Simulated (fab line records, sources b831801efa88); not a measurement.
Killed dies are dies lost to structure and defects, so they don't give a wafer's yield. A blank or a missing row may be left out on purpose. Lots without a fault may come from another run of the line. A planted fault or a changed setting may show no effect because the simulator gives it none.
Which tool did it? | flow sky130 | 12 lots, 36 wafers sampled, at 5 steps of a route of 708

WHAT THE GAUGES READ, wafer by wafer
SKY_VT_ADJUST_LVTN_OVL_MEAS_07.
lot  | measured     | on         | VT_ADJUST_LVTN_OVL (nm)
L684 | day 6 23:15  | overlay-01 | 1.6 1.7 2.0
L687 | day 7 15:47  | overlay-02 | 1.4 1.3 -0.9
L690 | day 8 09:41  | overlay-01 | 1.4 2.1 1.5
L695 | day 10 00:15 | overlay-01 | 0.2 0.1 0.0
L697 | day 10 15:23 | overlay-01 | 2.2 1.2 1.4
L698 | day 10 16:54 | overlay-01 | -1.3 -1.0 -0.4
L700 | day 11 15:42 | overlay-01 | 0.2 -1.5 0.9
L703 | day 12 05:56 | overlay-02 | -1.1 -0.4 -1.4
L704 | day 12 06:11 | overlay-01 | -1.0 -1.5 -2.1
L705 | day 12 14:59 | overlay-02 | -0.3 -0.5 0.9
L706 | day 13 00:24 | overlay-01 | 1.9 1.9 1.6
L707 | day 13 03:44 | overlay-02 | 1.1 0.8 1.6

SKY_VT_ADJUST_HVTR_TW_MEAS_11.
lot  | measured     | on            | VT_ADJUST_HVTR_TW
L684 | day 9 14:19  | film_metro-02 | 209.9 211.8 211.7
L687 | day 10 08:42 | film_metro-04 | 210.3 210.2 211.5
L690 | day 11 04:55 | film_metro-03 | 210.9 209.6 210.7
L695 | day 12 23:49 | film_metro-04 | 187.2 188.1 187.5
L697 | day 13 17:07 | film_metro-03 | 187.7 187.4 187.5
L698 | day 13 19:08 | film_metro-02 | 209.7 211.3 210.6
L700 | day 14 20:08 | film_metro-02 | 211.2 210.9 210.2
L703 | day 15 11:41 | film_metro-04 | 209.6 211.2 209.9
L704 | day 15 13:56 | film_metro-04 | 209.9 210.5 210.0
L705 | day 15 22:15 | film_metro-03 | 211.0 211.4 212.2
L706 | day 16 08:41 | film_metro-02 | 211.0 213.5 211.5
L707 | day 16 12:38 | film_metro-02 | 212.7 211.1 211.8

WHICH TOOL RAN EACH LOT (tool, then ch and the chambers of the sampled wafers, then the start)
lot  | SKY_VT_ADJUST_HVTP_STRIP_10          | SKY_VT_ADJUST_LVTN_STRIP_09          | SKY_VT_ADJUST_HVTR_IMPLANT_09
L684 | plasma_asher-02 ch 0,1, day 6 04:36  | plasma_asher-04 ch 0, day 6 23:26    | implanter-02 ch 0, day 9 14:05
L687 | plasma_asher-02 ch 0, day 6 19:34    | plasma_asher-03 ch 0,1, day 7 15:58  | implanter-04 ch 0, day 10 08:28
L690 | plasma_asher-02 ch 0,1, day 7 13:33  | plasma_asher-03 ch 0,1, day 8 09:52  | implanter-02 ch 0, day 11 04:40
L695 | plasma_asher-04 ch 0,1, day 9 02:34  | plasma_asher-04 ch 0,1, day 10 00:26 | implanter-02 ch 0, day 12 23:34
L697 | plasma_asher-01 ch 0,1, day 9 17:04  | plasma_asher-04 ch 0,1, day 10 15:34 | implanter-02 ch 0, day 13 16:53
L698 | plasma_asher-01 ch 0,1, day 9 18:18  | plasma_asher-04 ch 0,1, day 10 17:05 | implanter-01 ch 0, day 13 18:53
L700 | plasma_asher-02 ch 0,1, day 10 16:05 | plasma_asher-01 ch 1, day 11 15:53   | implanter-04 ch 0, day 14 19:53
L703 | plasma_asher-02 ch 0,1, day 11 06:30 | plasma_asher-01 ch 0, day 12 06:07   | implanter-04 ch 0, day 15 11:26
L704 | plasma_asher-01 ch 0,1, day 11 06:34 | plasma_asher-04 ch 0,1, day 12 06:22 | implanter-04 ch 0, day 15 13:32
L705 | plasma_asher-01 ch 0,1, day 11 15:23 | plasma_asher-03 ch 0,1, day 12 15:12 | implanter-04 ch 0, day 15 22:02
L706 | plasma_asher-04 ch 0,1, day 11 23:44 | plasma_asher-01 ch 0,1, day 13 00:35 | implanter-04 ch 0, day 16 08:28
L707 | plasma_asher-01 ch 0,1, day 12 02:37 | plasma_asher-04 ch 0,1, day 13 03:55 | implanter-04 ch 0, day 16 12:23
- SKY_VT_ADJUST_HVTP_STRIP_10: strips in O2/N2.
- SKY_VT_ADJUST_LVTN_STRIP_09: strips in O2/N2.
- SKY_VT_ADJUST_HVTR_IMPLANT_09

WHAT THE TOOLS THEMSELVES READ (means of the sampled wafers that have a number; where no wafer has one, the mark that the record gives instead)
SKY_VT_ADJUST_HVTP_STRIP_10.
lot  | tool            | drypump_motor_current_A (A) | oes_product_au (a.u.) | strip_time_to_endpoint_s (s)
L684 | plasma_asher-02 | 5.7                         | 0.713                 | 14.13
L687 | plasma_asher-02 | 6.3                         | 0.713                 | 14.15
L690 | plasma_asher-02 | 5.7                         | 0.716                 | 14.17
L695 | plasma_asher-04 | 5.6                         | 0.719                 | 14.17
L697 | plasma_asher-01 | 5.5                         | 0.714                 | 14.20
L698 | plasma_asher-01 | 5.9                         | 0.714                 | 14.18
L700 | plasma_asher-02 | 5.7                         | 0.716                 | 14.28
L703 | plasma_asher-02 | 6.0                         | 0.715                 | 14.15
L704 | plasma_asher-01 | 5.5                         | 0.717                 | 14.24
L705 | plasma_asher-01 | 5.5                         | 0.720                 | 14.11
L706 | plasma_asher-04 | 5.6                         | 0.715                 | 14.16
L707 | plasma_asher-01 | 5.9                         | 0.718                 | 14.20

SKY_VT_ADJUST_LVTN_STRIP_09.
lot  | tool            | drypump_motor_current_A (A) | oes_product_au (a.u.) | strip_time_to_endpoint_s (s)
L684 | plasma_asher-04 | 5.9                         | 0.729                 | 36.94
L687 | plasma_asher-03 | 5.7                         | 0.721                 | 36.86
L690 | plasma_asher-03 | 5.8                         | 0.723                 | 36.91
L695 | plasma_asher-04 | 5.3                         | 0.720                 | 36.94
L697 | plasma_asher-04 | 5.6                         | 0.726                 | 37.04
L698 | plasma_asher-04 | 5.3                         | 0.721                 | 37.08
L700 | plasma_asher-01 | 5.0                         | 0.720                 | 36.93
L703 | plasma_asher-01 | 6.4                         | 0.720                 | 36.89
L704 | plasma_asher-04 | 5.2                         | 0.725                 | 36.97
L705 | plasma_asher-03 | 5.8                         | 0.724                 | 36.88
L706 | plasma_asher-01 | 5.9                         | 0.726                 | 36.80
L707 | plasma_asher-04 | 5.6                         | 0.723                 | 36.74

SKY_VT_ADJUST_HVTR_IMPLANT_09.
lot  | tool         | dose_ions_cm2 | faraday_current_uA
L684 | implanter-02 | 2.0996e+12    | 11.80
L687 | implanter-04 | 2.0978e+12    | 11.82
L690 | implanter-02 | 2.0986e+12    | 11.82
L695 | implanter-02 | 1.3724e+12    | 7.58
L697 | implanter-02 | 1.3712e+12    | 7.86
L698 | implanter-01 | 2.1004e+12    | 11.92
L700 | implanter-04 | 2.1011e+12    | 11.81
L703 | implanter-04 | 2.1016e+12    | 11.78
L704 | implanter-04 | 2.1001e+12    | 11.89
L705 | implanter-04 | 2.1016e+12    | 11.79
L706 | implanter-04 | 2.0997e+12    | 12.01
L707 | implanter-04 | 2.0965e+12    | 11.53

THE ANSWER, worked out from the rows above alone
Rule: what is usual is taken from the lots themselves. Put in order of their means at a reading, lots are off if they are a third of the lots or fewer, leave a main group of 4 or more, and stand apart from it by a gap of 3 or more times the standard deviation of the main group's means; of several such gaps the widest counts. A main group whose means are all the same, to the digits that the tables above print for the reading, isn't used. A lot without any number at a reading at which 4 lots or more have one is off too. The other lots that the step has rows for count as sound. The gauges are gone through in route order, then the tools' own readings, and for those a lot's mean is taken as printed above. The first step at which some lot is off is used, and at that step the reading that is off furthest; a lot without a number counts as furthest.
Off: L695, L697, at SKY_VT_ADJUST_HVTR_TW_MEAS_11 (VT_ADJUST_HVTR_TW). The main group: mean 210.9, standard deviation 0.64.
A tool fits if, at a process step before that reading, it ran every lot that is off, and no sound lot after the first of them. The gauges at SKY_VT_ADJUST_HVTR_TW_MEAS_11 aren't tried: what is off there is off at SKY_VT_ADJUST_HVTR_IMPLANT_09 too, on other tools, and a gauge's error can't cause that. One fits: implanter-02 at SKY_VT_ADJUST_HVTR_IMPLANT_09. Its last sound lot is L690 (day 11 04:40), its first lot that is off L695 (day 12 23:34): a fault that began between those two fits.
The tool's own readings at SKY_VT_ADJUST_HVTR_IMPLANT_09 bear it out: on the lots that are off they differ by more than 5 times the standard deviation of the sound lots' means. dose_ions_cm2 reads 1.3718e+12 there against 2.0997e+12 on the sound lots; faraday_current_uA reads 7.72 there against 11.82 on the sound lots.

WHAT THE SIMULATOR HAD PUT IN
Process parameter drift: implanter-02, from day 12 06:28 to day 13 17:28, at SKY_VT_ADJUST_HVTR_IMPLANT_09. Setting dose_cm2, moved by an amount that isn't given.
Lots struck among those shown: L695, L697. The rule above found the same.
